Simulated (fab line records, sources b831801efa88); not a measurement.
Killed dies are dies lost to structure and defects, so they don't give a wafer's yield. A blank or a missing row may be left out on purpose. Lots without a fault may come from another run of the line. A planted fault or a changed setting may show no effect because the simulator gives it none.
Which tool did it? | flow sky130 | 11 lots, 33 wafers sampled, at 5 steps of a route of 708

WHAT THE GAUGES READ, wafer by wafer
SKY_VIA2_OVL_MEAS_13.
lot  | measured     | on         | VIA2_OVL (nm)
L916 | day 36 10:28 | overlay-01 | -2 -4 -2
L917 | day 36 19:14 | overlay-02 | 5 -8 -3
L920 | day 37 18:11 | overlay-01 | 1 4 1
L922 | day 38 16:04 | overlay-02 | 0 0 -2
L928 | day 40 01:19 | overlay-02 | -2 -3 -5
L932 | day 42 01:02 | overlay-02 | -3 -3 -8
L934 | day 42 06:13 | overlay-01 | 2 9 12
L933 | day 42 13:20 | overlay-01 | 0 8 8
L936 | day 42 16:25 | overlay-02 | 9 6 4
L937 | day 43 00:13 | overlay-02 | -1 1 4
L938 | day 43 07:53 | overlay-01 | 2 7 -1

SKY_CAPM_THK_MEAS_01.
lot  | measured     | on            | CAPM_CVD_00_THK (nm)
L916 | day 36 12:12 | film_metro-02 | 15.49 15.85 15.89
L917 | day 36 20:54 | film_metro-02 | 15.33 15.61 15.80
L920 | day 37 19:47 | film_metro-02 | 15.21 15.61 15.45
L922 | day 38 17:42 | film_metro-01 | 15.29 15.78 15.88
L928 | day 40 02:53 | film_metro-04 | 15.27 15.42 15.39
L932 | day 42 02:40 | film_metro-04 | 17.07 16.96 17.28 16.99 16.89 17.26
L934 | day 42 07:55 | film_metro-04 | 15.52 15.87 15.82
L933 | day 42 14:55 | film_metro-02 | 16.82 17.42 16.85 16.85 17.43 16.90
L936 | day 42 17:59 | film_metro-04 | 15.85 15.75 15.69
L937 | day 43 02:10 | film_metro-01 | 15.60 16.02 15.66
L938 | day 43 09:29 | film_metro-02 | 15.51 15.60 15.70

WHICH TOOL RAN EACH LOT (tool, then ch and the chambers of the sampled wafers, then the start)
lot  | SKY_VIA1_SPUTTER_20          | SKY_METAL3_SPUTTER_02        | SKY_CAPM_CVD_00
L916 | pvd_sputter-03, day 34 04:21 | pvd_sputter-04, day 36 12:04 | pecvd-03 ch 1,2, day 36 12:11
L917 | pvd_sputter-03, day 34 13:08 | pvd_sputter-04, day 36 20:46 | pecvd-04 ch 1,2, day 36 20:52
L920 | pvd_sputter-01, day 35 13:26 | pvd_sputter-04, day 37 19:38 | pecvd-04 ch 1,2, day 37 19:44
L922 | pvd_sputter-01, day 36 10:35 | pvd_sputter-02, day 38 17:35 | pecvd-02 ch 0,1, day 38 17:41
L928 | pvd_sputter-03, day 37 21:10 | pvd_sputter-01, day 40 02:46 | pecvd-04 ch 0,1, day 40 02:52
L932 | pvd_sputter-03, day 39 21:22 | pvd_sputter-01, day 42 02:32 | pecvd-04 ch 0,2, day 42 02:38
L934 | pvd_sputter-02, day 40 03:50 | pvd_sputter-01, day 42 07:46 | pecvd-02 ch 0,2, day 42 07:53
L933 | pvd_sputter-01, day 40 10:42 | pvd_sputter-01, day 42 14:46 | pecvd-04 ch 0,1,2, day 42 14:52
L936 | pvd_sputter-01, day 40 15:07 | pvd_sputter-01, day 42 17:52 | pecvd-03 ch 0,1,2, day 42 17:58
L937 | pvd_sputter-02, day 40 22:08 | pvd_sputter-01, day 43 02:01 | pecvd-03 ch 0,1, day 43 02:07
L938 | pvd_sputter-03, day 41 06:11 | pvd_sputter-01, day 43 09:19 | pecvd-03 ch 0,1, day 43 09:26
- SKY_VIA1_SPUTTER_20: material TiN, target thk 20 nm, time 80 s.
- SKY_METAL3_SPUTTER_02: material AlCu, target thk 735 nm, time 39.1 s.
- SKY_CAPM_CVD_00: deposits SiO2, target thk 15.5 nm.

WHAT THE TOOLS THEMSELVES READ (means of the sampled wafers that have a number; where no wafer has one, the mark that the record gives instead)
SKY_VIA1_SPUTTER_20.
lot  | tool           | throttle_valve_pct (%)
L916 | pvd_sputter-03 | 30.3
L917 | pvd_sputter-03 | 30.3
L920 | pvd_sputter-01 | 30.2
L922 | pvd_sputter-01 | 30.4
L928 | pvd_sputter-03 | 30.6
L932 | pvd_sputter-03 | 30.2
L934 | pvd_sputter-02 | 29.7
L933 | pvd_sputter-01 | 30.3
L936 | pvd_sputter-01 | 30.3
L937 | pvd_sputter-02 | 30.2
L938 | pvd_sputter-03 | 30.1

SKY_METAL3_SPUTTER_02.
lot  | tool           | throttle_valve_pct (%)
L916 | pvd_sputter-04 | 30.0
L917 | pvd_sputter-04 | 30.1
L920 | pvd_sputter-04 | 29.4
L922 | pvd_sputter-02 | 30.4
L928 | pvd_sputter-01 | 30.5
L932 | pvd_sputter-01 | 30.2
L934 | pvd_sputter-01 | 30.3
L933 | pvd_sputter-01 | 29.9
L936 | pvd_sputter-01 | 30.1
L937 | pvd_sputter-01 | 30.5
L938 | pvd_sputter-01 | 29.9

SKY_CAPM_CVD_00.
lot  | tool     | heater_power_w (W)
L916 | pecvd-03 | 735
L917 | pecvd-04 | 744
L920 | pecvd-04 | 775
L922 | pecvd-02 | 674
L928 | pecvd-04 | 732
L932 | pecvd-04 | 683
L934 | pecvd-02 | 795
L933 | pecvd-04 | 702
L936 | pecvd-03 | 682
L937 | pecvd-03 | 680
L938 | pecvd-03 | 717

THE ANSWER, worked out from the rows above alone
Rule: what is usual is taken from the lots themselves. Put in order of their means at a reading, lots are off if they are a third of the lots or fewer, leave a main group of 4 or more, and stand apart from it by a gap of 3 or more times the standard deviation of the main group's means; of several such gaps the widest counts. A main group whose means are all the same, to the digits that the tables above print for the reading, isn't used. A lot without any number at a reading at which 4 lots or more have one is off too. The other lots that the step has rows for count as sound. The gauges are gone through in route order, then the tools' own readings, and for those a lot's mean is taken as printed above. The first step at which some lot is off is used, and at that step the reading that is off furthest; a lot without a number counts as furthest.
Off: L932, L933, at SKY_CAPM_THK_MEAS_01 (CAPM_CVD_00_THK). The main group: mean 15.62 nm, standard deviation 0.14.
A tool fits if, at a process step before that reading, it ran every lot that is off, and no sound lot after the first of them. The gauges at SKY_CAPM_THK_MEAS_01 are tried like those tools. One fits: pecvd-04 at SKY_CAPM_CVD_00. Its last sound lot is L928 (day 40 02:52), its first lot that is off L932 (day 42 02:38): a fault that began between those two fits.

WHAT THE SIMULATOR HAD PUT IN
Process parameter drift: pecvd-04, from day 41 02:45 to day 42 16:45, at SKY_CAPM_CVD_00. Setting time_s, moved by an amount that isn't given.
Lots struck among those shown: L932, L933. The rule above found the same.
